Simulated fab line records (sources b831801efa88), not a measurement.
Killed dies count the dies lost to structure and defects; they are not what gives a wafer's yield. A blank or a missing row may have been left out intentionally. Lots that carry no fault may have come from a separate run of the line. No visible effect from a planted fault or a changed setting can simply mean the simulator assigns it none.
fab line records	flow sky130
record: lots: 24	wafers: 72	last_day: 50
route steps=708 shown VIA1@482 METAL3@533 CAP2M@606 METAL5@661 PASSIVATION@683
lots with no fault: from the same line, run without faults
start_h: hours from the record's opening day to when the first of the lot's shown wafers began	wait_h: hours since the lot's step before	" unchanged from the row above	L1.1+2: a row that stands for several wafers	- no value, or no start was given	* or withheld: withheld	< > ~ a bound
route shown NAME@n: names a module that has steps shown in the file, with the first one's number in the route	usual: average and standard deviation across the fault-free wafers	same: alike in all rows	chamber/n: place in a boat	sites: per-site readings	_std_site: how widely they spread, as a standard deviation	_edge_site: inner sites' mean taken away from outer sites' mean	radius_mm: how far each site lies from the wafer's centre	mask NAME#n: copy n	behind: the tool/chamber that last shaped the wafer	hold: the reason the lot was held/the length of the hold in hours/how it ended	device: whichever transistor did not switch (one of n, p or np)	end of line: tests of these same wafers at the route's end	step lacking rows: just its recipe	killed: dies lost to structure and defects at the first sort, not the wafer's yield	map: a wafer's dies, marking killed ones x, the rest . and places with no die _
set.NAME: setting as actually run; set.NAME@STEP: the setting as run at that earlier step	model.NAME: the simulator's own value behind a step, which no gauge read
steps of the route over a sample of lots; a table a step, a row a wafer
services: the hour from which a tool's chamber was out of use, counted from the record's first day as start_h (under 0 if before that day), plus the number of hours and why
== steps ==
step: SKY_VIA1_CMP_24
recipe: stop_on: SiO2	t_overpolish_s: 15	down_force_psi: 3.5	platen_rpm: 60	target_thk_nm: 0	pad_velocity_m_s: 0.94248
usual: motor_current_A: 11.1/1.3	overpolish_run_s: 15.000/0.0082	time_to_endpoint_s: 64/3.4
lot.wafer	tool	chamber	start_h	wait_h	motor_current_A	overpolish_run_s	time_to_endpoint_s
L074.4	cmp-02	2	817.13	0.0	10.7	14.980	63
L074.3	"	0	"	"	10.4	15.018	71
L074.6	"	2	"	"	10.8	15.006	65
L075.3	cmp-01	3	819.38	0.0	12.5	14.996	65
L075.1	"	0	"	"	10.9	15.001	63
L075.4	"	2	"	"	12.2	15.011	57
L077.4	cmp-02	3	820.48	0.1	9.9	14.992	64
L077.5	"	1	"	"	9.6	14.996	71
L077.6	"	2	"	"	10.6	14.997	68
L076.4	cmp-01	2	821.29	0.1	12.4	15.002	59
L076.5	"	1	"	"	10.9	15.010	62
L076.6	"	2	"	"	12.7	15.003	58
L078.2	cmp-02	0	865.40	0.1	10.4	15.000	66
L078.4	"	1	"	"	9.4	15.005	68
L078.5	"	0	"	"	10.5	15.013	65
L079.1	cmp-01	3	866.43	0.1	13.5	15.004	63
L079.3	"	0	"	"	10.3	14.975	64
L079.2	"	1	"	"	10.7	14.998	60
L080.2	cmp-02	1	866.69	0.0	8.7	15.003	68
L080.1	"	3	"	"	9.6	14.991	63
L080.4	"	0	"	"	10.1	14.988	70
L081.1	cmp-01	1	867.53	0.1	11.1	15.004	61
L081.4	"	2	"	"	12.5	15.009	62
L081.2	"	0	"	"	10.3	15.007	65
L082.4	cmp-01	3	868.79	0.1	13.2	15.000	65
L082.1	"	0	"	"	10.0	14.985	65
L082.6	"	2	"	"	11.3	14.999	62
L084.4	cmp-01	3	875.24	0.0	13.4	14.992	67
L084.2	"	1	"	"	11.1	14.996	63
L084.5	"	3	"	"	13.2	15.002	64
L083.4	cmp-01	3	878.28	0.1	13.1	15.005	65
L083.2	"	0	"	"	10.6	14.988	61
L083.6	"	3	"	"	14.1	15.002	63
L085.1	cmp-01	3	879.08	0.1	13.0	14.994	68
L085.3	"	0	"	"	10.8	15.003	65
L085.2	"	2	"	"	12.6	14.992	59
L086.3	cmp-02	0	879.79	0.1	10.2	14.998	71
L086.6	"	3	"	"	9.8	15.006	64
L086.5	"	0	"	"	11.4	15.008	66
L087.4	cmp-01	3	890.29	0.1	14.0	14.993	60
L087.2	"	0	"	"	10.7	15.003	66
L087.6	"	3	"	"	13.2	14.996	69
L088.3	cmp-02	0	902.84	0.0	10.9	15.007	67
L088.2	"	1	"	"	9.0	14.989	69
L088.5	"	0	"	"	10.2	15.012	69
L089.3	cmp-01	2	904.68	0.1	12.3	14.997	63
L089.4	"	3	"	"	13.6	15.004	62
L089.2	"	0	"	"	10.5	15.001	63
L090.2	cmp-02	1	918.95	0.3	9.0	14.997	67
L090.1	"	2	"	"	10.6	15.002	63
L090.5	"	1	"	"	9.0	15.009	69
L091.1	cmp-01	1	923.37	0.1	10.9	14.999	64
L091.4	"	3	"	"	13.7	15.015	66
L091.5	"	2	"	"	11.7	14.998	61
L092.1	cmp-02	0	926.49	0.1	10.4	14.991	66
L092.2	"	1	"	"	9.0	14.989	65
L092.5	"	0	"	"	10.7	14.994	65
L093.1	cmp-01	2	942.37	0.1	12.3	15.002	59
L093.2	"	0	"	"	11.0	15.007	61
L093.6	"	1	"	"	11.3	14.994	64
L094.4	cmp-01	2	943.74	0.2	11.6	15.010	60
L094.6	"	3	"	"	13.2	14.998	61
L094.5	"	0	"	"	11.1	15.004	64
L095.4	cmp-02	3	954.18	0.0	10.6	15.013	56
L095.1	"	2	"	"	10.6	15.001	60
L095.6	"	0	"	"	10.6	14.988	61
L096.3	cmp-02	0	958.18	0.0	10.5	15.008	65
L096.1	"	1	"	"	9.2	15.008	66
L096.6	"	1	"	"	9.7	15.000	65
L097.4	cmp-02	3	963.86	0.1	9.8	15.004	59
L097.2	"	1	"	"	9.7	14.996	63
L097.6	"	0	"	"	10.7	15.004	67
step: SKY_METAL3_SPUTTER_01
recipe: material: TiN	target_thk_nm: 20	power_w: 6500	time_s: 16.7	chamber_pressure_pa: 0.4
usual: throttle_valve_pct: 30.3/0.86
lot.wafer	tool	chamber	start_h	wait_h	throttle_valve_pct
L074.3	pvd_sputter-04	-	872.45	0.0	28.9
L074.4	"	-	"	"	30.1
L074.6	"	-	"	"	28.9
L075.1	pvd_sputter-04	-	874.71	0.0	29.9
L075.3	"	-	"	"	31.3
L075.4	"	-	"	"	30.8
L077.4	pvd_sputter-01	-	875.11	0.0	29.2
L077.5	"	-	"	"	31.0
L077.6	"	-	"	"	29.8
L076.4	pvd_sputter-01	-	877.19	0.0	29.2
L076.5	"	-	"	"	29.5
L076.6	"	-	"	"	31.3
L078.2	pvd_sputter-04	-	920.15	0.0	30.8
L078.4	"	-	"	"	30.2
L078.5	"	-	"	"	31.6
L079.1	pvd_sputter-03	-	920.35	0.0	30.4
L079.2	"	-	"	"	29.4
L079.3	"	-	"	"	29.7
L081.1	pvd_sputter-01	-	922.08	0.0	29.2
L081.2	"	-	"	"	29.5
L081.4	"	-	"	"	31.4
L080.1	pvd_sputter-03	-	922.74	1.2	30.7
L080.2	"	-	"	"	29.6
L080.4	"	-	"	"	29.8
L082.1	pvd_sputter-03	-	923.51	0.0	30.1
L082.4	"	-	"	"	30.5
L082.6	"	-	"	"	30.7
L084.2	pvd_sputter-04	-	929.57	0.0	28.5
L084.4	"	-	"	"	29.9
L084.5	"	-	"	"	31.3
L083.2	pvd_sputter-04	-	932.72	0.0	31.3
L083.4	"	-	"	"	29.0
L083.6	"	-	"	"	30.9
L085.1	pvd_sputter-01	-	933.37	0.0	31.5
L085.2	"	-	"	"	29.8
L085.3	"	-	"	"	29.2
L086.3	pvd_sputter-03	-	933.67	0.0	30.6
L086.5	"	-	"	"	30.7
L086.6	"	-	"	"	29.9
L087.2	pvd_sputter-03	-	943.88	0.0	29.5
L087.4	"	-	"	"	29.9
L087.6	"	-	"	"	30.8
L088.2	pvd_sputter-03	-	954.97	0.0	29.6
L088.3	"	-	"	"	30.9
L088.5	"	-	"	"	30.6
L089.2	pvd_sputter-04	-	956.15	0.0	28.9
L089.3	"	-	"	"	31.4
L089.4	"	-	"	"	31.0
L090.1	pvd_sputter-03	-	971.56	0.0	29.5
L090.2	"	-	"	"	29.6
L090.5	"	-	"	"	30.0
L091.1	pvd_sputter-03	-	974.90	0.0	30.7
L091.4	"	-	"	"	29.3
L091.5	"	-	"	"	29.2
L092.1	pvd_sputter-04	-	978.74	0.0	31.0
L092.2	"	-	"	"	28.9
L092.5	"	-	"	"	31.0
L093.1	pvd_sputter-01	-	993.65	0.0	31.3
L093.2	"	-	"	"	31.5
L093.6	"	-	"	"	29.2
L094.4	pvd_sputter-01	-	996.26	0.0	31.6
L094.5	"	-	"	"	29.3
L094.6	"	-	"	"	31.4
L095.1	pvd_sputter-04	-	1005.93	0.0	31.3
L095.4	"	-	"	"	31.3
L095.6	"	-	"	"	31.3
L096.1	pvd_sputter-04	-	1008.00	0.0	30.2
L096.3	"	-	"	"	31.1
L096.6	"	-	"	"	29.0
L097.2	pvd_sputter-01	-	1014.56	0.0	29.8
L097.4	"	-	"	"	29.4
L097.6	"	-	"	"	31.5
step: SKY_CAP2M_RS_MEAS_03
recipe: thk_meas_gauge: four-point-probe	reads: TiN_of_CAP2M_SPUTTER_02
usual: CAP2M_TIN_RS: 6.76/0.093
lot.wafer	tool	chamber	start_h	wait_h	CAP2M_TIN_RS[ohm/sq]
L074.3	film_metro-03	-	952.56	0.1	6.78
L074.4	"	-	"	"	6.81
L074.6	"	-	"	"	6.77
L075.1	film_metro-02	-	953.48	0.1	6.75
L075.3	"	-	"	"	6.70
L075.4	"	-	"	"	6.81
L077.4	film_metro-01	-	954.09	0.1	6.87
L077.5	"	-	"	"	6.69
L077.6	"	-	"	"	6.84
L076.4	film_metro-02	-	955.57	0.1	6.84
L076.5	"	-	"	"	6.89
L076.6	"	-	"	"	6.93
L078.2	film_metro-01	-	996.90	0.1	6.79
L078.4	"	-	"	"	6.69
L078.5	"	-	"	"	6.80
L079.1	film_metro-03	-	997.18	0.1	6.76
L079.2	"	-	"	"	6.95
L079.3	"	-	"	"	6.83
L081.1	film_metro-03	-	998.71	0.1	6.71
L081.2	"	-	"	"	6.81
L081.4	"	-	"	"	6.80
L080.1	film_metro-02	-	999.89	0.1	6.75
L080.2	"	-	"	"	6.61
L080.4	"	-	"	"	6.75
L082.1	film_metro-02	-	1000.23	0.1	6.77
L082.4	"	-	"	"	6.87
L082.6	"	-	"	"	6.62
L084.2	film_metro-01	-	1006.07	0.1	6.63
L084.4	"	-	"	"	6.74
L084.5	"	-	"	"	6.59
L083.2	film_metro-02	-	1007.92	0.1	6.73
L083.4	"	-	"	"	6.67
L083.6	"	-	"	"	6.77
L085.1	film_metro-01	-	1009.03	0.1	6.70
L085.2	"	-	"	"	6.67
L085.3	"	-	"	"	6.57
L086.3	film_metro-01	-	1010.20	0.1	6.68
L086.5	"	-	"	"	6.73
L086.6	"	-	"	"	6.74
L087.2	film_metro-01	-	1019.24	0.1	6.69
L087.4	"	-	"	"	6.83
L087.6	"	-	"	"	6.72
L088.2	film_metro-03	-	1029.20	0.1	6.75
L088.3	"	-	"	"	6.74
L088.5	"	-	"	"	6.81
L089.2	film_metro-02	-	1030.09	0.1	6.83
L089.3	"	-	"	"	6.74
L089.4	"	-	"	"	6.86
L090.1	film_metro-02	-	1044.20	0.1	6.79
L090.2	"	-	"	"	6.73
L090.5	"	-	"	"	6.81
L091.1	film_metro-03	-	1046.83	0.1	6.89
L091.4	"	-	"	"	6.87
L091.5	"	-	"	"	6.74
L092.1	film_metro-01	-	1051.50	0.1	6.89
L092.2	"	-	"	"	6.71
L092.5	"	-	"	"	6.73
L093.1	film_metro-01	-	1064.18	0.1	6.73
L093.2	"	-	"	"	6.75
L093.6	"	-	"	"	6.84
L094.4	film_metro-02	-	1067.76	0.1	6.75
L094.5	"	-	"	"	6.70
L094.6	"	-	"	"	6.79
L095.1	film_metro-02	-	1077.17	0.1	6.73
L095.4	"	-	"	"	6.58
L095.6	"	-	"	"	6.92
L096.1	film_metro-03	-	1078.55	0.1	6.71
L096.3	"	-	"	"	6.71
L096.6	"	-	"	"	6.76
L097.2	film_metro-01	-	1084.23	0.1	6.64
L097.4	"	-	"	"	6.67
L097.6	"	-	"	"	6.70
step: SKY_CAP2M_OVL_MEAS_12
usual: CAP2M_OVL: -0.3/1.2
lot.wafer	tool	chamber	start_h	wait_h	CAP2M_OVL[nm]
L074.3	overlay-01	-	976.83	0.1	1.3
L074.4	"	-	"	"	0.8
L074.6	"	-	"	"	0.6
L075.1	overlay-02	-	977.42	0.1	-0.6
L075.3	"	-	"	"	-1.1
L075.4	"	-	"	"	-0.9
L077.4	overlay-02	-	977.73	0.1	-1.5
L077.5	"	-	"	"	0.0
L077.6	"	-	"	"	-0.5
L076.4	overlay-02	-	979.19	0.1	-1.4
L076.5	"	-	"	"	-0.6
L076.6	"	-	"	"	-2.5
L078.2	overlay-01	-	1019.72	0.1	-0.1
L078.4	"	-	"	"	-0.6
L078.5	"	-	"	"	0.5
L079.1	overlay-02	-	1019.92	0.1	-1.5
L079.2	"	-	"	"	-0.4
L079.3	"	-	"	"	0.3
L081.1	overlay-02	-	1020.67	0.1	1.0
L081.2	"	-	"	"	1.4
L081.4	"	-	"	"	2.3
L080.1	overlay-01	-	1021.57	0.1	-0.2
L080.2	"	-	"	"	0.9
L080.4	"	-	"	"	1.5
L082.1	overlay-01	-	1022.52	0.1	-1.0
L082.4	"	-	"	"	-2.9
L082.6	"	-	"	"	-2.5
L084.2	overlay-02	-	1028.13	0.1	-1.5
L084.4	"	-	"	"	-2.8
L084.5	"	-	"	"	-2.0
L083.2	overlay-01	-	1030.43	0.1	-2.3
L083.4	"	-	"	"	-1.1
L083.6	"	-	"	"	-0.7
L085.1	overlay-02	-	1030.62	0.1	-0.8
L085.2	"	-	"	"	0.2
L085.3	"	-	"	"	-0.9
L086.3	overlay-01	-	1031.53	0.1	-0.5
L086.5	"	-	"	"	0.0
L086.6	"	-	"	"	-1.5
L087.2	overlay-01	-	1041.33	0.1	-0.9
L087.4	"	-	"	"	0.7
L087.6	"	-	"	"	-1.0
L088.2	overlay-01	-	1051.32	0.1	1.8
L088.3	"	-	"	"	1.7
L088.5	"	-	"	"	1.5
L089.2	overlay-02	-	1052.57	0.1	-2.3
L089.3	"	-	"	"	-1.6
L089.4	"	-	"	"	-2.1
L090.1	overlay-01	-	1066.32	0.1	-0.6
L090.2	"	-	"	"	-0.2
L090.5	"	-	"	"	-0.4
L091.1	overlay-01	-	1069.22	0.1	1.1
L091.4	"	-	"	"	0.0
L091.5	"	-	"	"	1.2
L092.1	overlay-01	-	1072.77	0.1	0.1
L092.2	"	-	"	"	-0.4
L092.5	"	-	"	"	-1.3
L093.1	overlay-02	-	1084.97	0.1	0.3
L093.2	"	-	"	"	-1.7
L093.6	"	-	"	"	-0.7
L094.4	overlay-02	-	1088.74	0.1	0.0
L094.5	"	-	"	"	-1.6
L094.6	"	-	"	"	-0.6
L095.1	overlay-02	-	1095.97	0.1	1.1
L095.4	"	-	"	"	0.8
L095.6	"	-	"	"	0.5
L096.1	overlay-02	-	1098.27	0.1	0.5
L096.3	"	-	"	"	-0.3
L096.6	"	-	"	"	0.5
L097.2	overlay-01	-	1104.02	0.1	0.9
L097.4	"	-	"	"	0.8
L097.6	"	-	"	"	1.1
step: SKY_METAL5_SPUTTER_00
recipe: material: Ti	target_thk_nm: 15	power_w: 3000	time_s: 10	chamber_pressure_pa: 0.4
usual: throttle_valve_pct: 30.3/0.99
lot.wafer	tool	chamber	start_h	wait_h	throttle_valve_pct
L074.3	pvd_sputter-01	-	1026.68	0.2	31.6
L074.4	"	-	"	"	31.4
L074.6	"	-	"	"	29.6
L075.1	pvd_sputter-01	-	1027.63	0.2	29.6
L075.3	"	-	"	"	31.5
L075.4	"	-	"	"	31.3
L077.4	pvd_sputter-01	-	1028.24	0.3	29.7
L077.5	"	-	"	"	31.2
L077.6	"	-	"	"	31.6
L076.4	pvd_sputter-04	-	1029.13	0.2	29.9
L076.5	"	-	"	"	31.0
L076.6	"	-	"	"	28.7
L078.2	pvd_sputter-01	-	1068.30	0.1	29.2
L078.4	"	-	"	"	31.4
L078.5	"	-	"	"	31.4
L079.1	pvd_sputter-01	-	1069.16	0.2	29.3
L079.2	"	-	"	"	29.5
L079.3	"	-	"	"	31.4
L081.1	pvd_sputter-04	-	1069.51	0.1	31.4
L081.2	"	-	"	"	28.8
L081.4	"	-	"	"	30.2
L080.1	pvd_sputter-01	-	1070.39	0.2	29.4
L080.2	"	-	"	"	29.8
L080.4	"	-	"	"	31.4
L082.1	pvd_sputter-01	-	1070.93	0.1	29.5
L082.4	"	-	"	"	29.4
L082.6	"	-	"	"	31.2
L084.2	pvd_sputter-04	-	1076.53	0.2	30.2
L084.4	"	-	"	"	31.4
L084.5	"	-	"	"	29.9
L083.2	pvd_sputter-02	-	1078.62	0.2	28.7
L083.4	"	-	"	"	31.5
L083.6	"	-	"	"	29.7
L085.1	pvd_sputter-01	-	1079.27	0.2	31.1
L085.2	"	-	"	"	31.4
L085.3	"	-	"	"	29.5
L086.3	pvd_sputter-04	-	1079.57	0.1	30.2
L086.5	"	-	"	"	28.8
L086.6	"	-	"	"	30.0
L087.2	pvd_sputter-04	-	1090.12	0.2	28.9
L087.4	"	-	"	"	30.6
L087.6	"	-	"	"	29.9
L088.2	pvd_sputter-02	-	1097.06	0.1	31.4
L088.3	"	-	"	"	29.8
L088.5	"	-	"	"	31.3
L089.2	pvd_sputter-01	-	1097.31	0.1	29.1
L089.3	"	-	"	"	29.7
L089.4	"	-	"	"	31.3
L090.1	pvd_sputter-04	-	1112.16	0.2	31.5
L090.2	"	-	"	"	31.2
L090.5	"	-	"	"	31.3
L091.1	pvd_sputter-04	-	1114.40	0.1	30.7
L091.4	"	-	"	"	30.3
L091.5	"	-	"	"	31.3
L092.1	pvd_sputter-04	-	1117.47	0.2	29.0
L092.2	"	-	"	"	31.0
L092.5	"	-	"	"	28.6
L093.1	pvd_sputter-01	-	1128.66	0.2	31.0
L093.2	"	-	"	"	29.8
L093.6	"	-	"	"	31.3
L094.4	pvd_sputter-04	-	1130.40	0.1	28.9
L094.5	"	-	"	"	30.1
L094.6	"	-	"	"	28.7
L095.1	pvd_sputter-01	-	1140.61	0.2	29.2
L095.4	"	-	"	"	31.2
L095.6	"	-	"	"	29.7
L096.1	pvd_sputter-01	-	1143.00	0.2	29.4
L096.3	"	-	"	"	29.8
L096.6	"	-	"	"	31.2
L097.2	pvd_sputter-04	-	1146.96	0.1	28.7
L097.4	"	-	"	"	30.9
L097.6	"	-	"	"	28.9
step: SKY_PASSIVATION_CVD_02
recipe: material: Si3N4	target_thk_nm: 540	temp_c: 400	time_s: withheld	rf_w: 450
usual: heater_power_w: 657/81
lot.wafer	tool	chamber	start_h	wait_h	heater_power_w
L074.3	pecvd-01	0	1050.44	0.0	691
L074.4	"	1	"	"	493
L074.6	"	2	"	"	616
L075.1	pecvd-03	0	1050.49	0.1	750
L075.3	"	0	"	"	608
L075.4	"	2	"	"	612
L077.4	pecvd-03	0	1051.66	0.1	708
L077.5	"	2	"	"	655
L077.6	"	0	"	"	722
L076.4	pecvd-01	0	1052.77	0.1	756
L076.5	"	1	"	"	457
L076.6	"	2	"	"	644
L078.2	pecvd-03	0	1090.50	0.0	715
L078.4	"	1	"	"	681
L078.5	"	2	"	"	626
L079.1	pecvd-01	0	1091.36	0.1	695
L079.2	"	2	"	"	629
L079.3	"	1	"	"	525
L081.1	pecvd-02	2	1091.55	0.1	566
L081.2	"	1	"	"	666
L081.4	"	1	"	"	713
L080.1	pecvd-01	1	1092.49	0.1	499
L080.2	"	2	"	"	692
L080.4	"	1	"	"	516
L082.1	pecvd-01	1	1093.20	0.1	561
L082.4	"	2	"	"	696
L082.6	"	1	"	"	452
L084.2	pecvd-03	0	1096.66	0.0	630
L084.4	"	1	"	"	722
L084.5	"	1	"	"	750
L083.2	pecvd-02	2	1099.52	0.0	584
L083.4	"	1	"	"	772
L083.6	"	2	"	"	615
L085.1	pecvd-01	2	1101.05	0.1	680
L085.2	"	0	"	"	676
L085.3	"	1	"	"	551
L086.3	pecvd-03	1	1101.35	0.0	749
L086.5	"	0	"	"	744
L086.6	"	1	"	"	758
L087.2	pecvd-02	2	1111.39	0.0	510
L087.4	"	1	"	"	787
L087.6	"	0	"	"	645
L088.2	pecvd-03	2	1118.56	0.0	561
L088.3	"	0	"	"	711
L088.5	"	2	"	"	589
L089.2	pecvd-02	2	1118.87	0.0	513
L089.3	"	1	"	"	749
L089.4	"	1	"	"	772
L090.1	pecvd-03	2	1133.86	0.1	646
L090.2	"	1	"	"	665
L090.5	"	2	"	"	631
L091.1	pecvd-02	2	1136.37	0.1	605
L091.4	"	0	"	"	629
L091.5	"	1	"	"	731
L092.1	pecvd-03	0	1138.95	0.1	633
L092.2	"	1	"	"	760
L092.5	"	1	"	"	768
L093.1	pecvd-03	1	1148.96	0.1	770
L093.2	"	2	"	"	597
L093.6	"	1	"	"	614
L094.4	pecvd-03	1	1150.27	0.1	760
L094.5	"	2	"	"	616
L094.6	"	0	"	"	745
L095.1	pecvd-03	1	1159.42	0.1	737
L095.4	"	2	"	"	632
L095.6	"	2	"	"	655
L096.1	pecvd-01	0	1161.82	0.1	744
L096.3	"	1	"	"	496
L096.6	"	1	"	"	522
L097.2	pecvd-01	2	1165.21	0.0	677
L097.4	"	1	"	"	521
L097.6	"	2	"	"	684
== services ==
tool	chamber	start_h	hours	kind
cmp-01	-	794.82	0.5	repair
cmp-02	-	804.24	2.3	repair
cmp-02	-	810.55	5.2	pm
pvd_sputter-01	-	813.67	4.6	repair
cmp-01	-	861.25	1.0	repair
cmp-02	-	876.22	1.1	repair
pecvd-03	2	876.91	5.1	repair
cmp-02	-	891.66	0.4	repair
cmp-02	-	912.00	4.0	pm
cmp-01	-	916.01	4.0	repair
cmp-01	-	944.04	0.8	repair
cmp-01	-	955.71	8.4	repair
cmp-01	-	989.71	15.9	pm
pvd_sputter-04	-	995.11	10.4	repair
cmp-01	-	1010.11	1.3	repair
cmp-01	-	1038.11	5.5	pm
pvd_sputter-01	-	1048.57	8.6	repair
cmp-01	-	1084.00	4.0	pm
cmp-01	-	1102.84	0.9	repair
pvd_sputter-01	-	1111.31	4.1	repair
pvd_sputter-01	-	1118.13	0.7	repair
cmp-01	-	1130.42	0.9	repair
cmp-01	-	1135.36	1.0	repair
pvd_sputter-04	-	1142.08	1.7	repair
== key ==
fault none
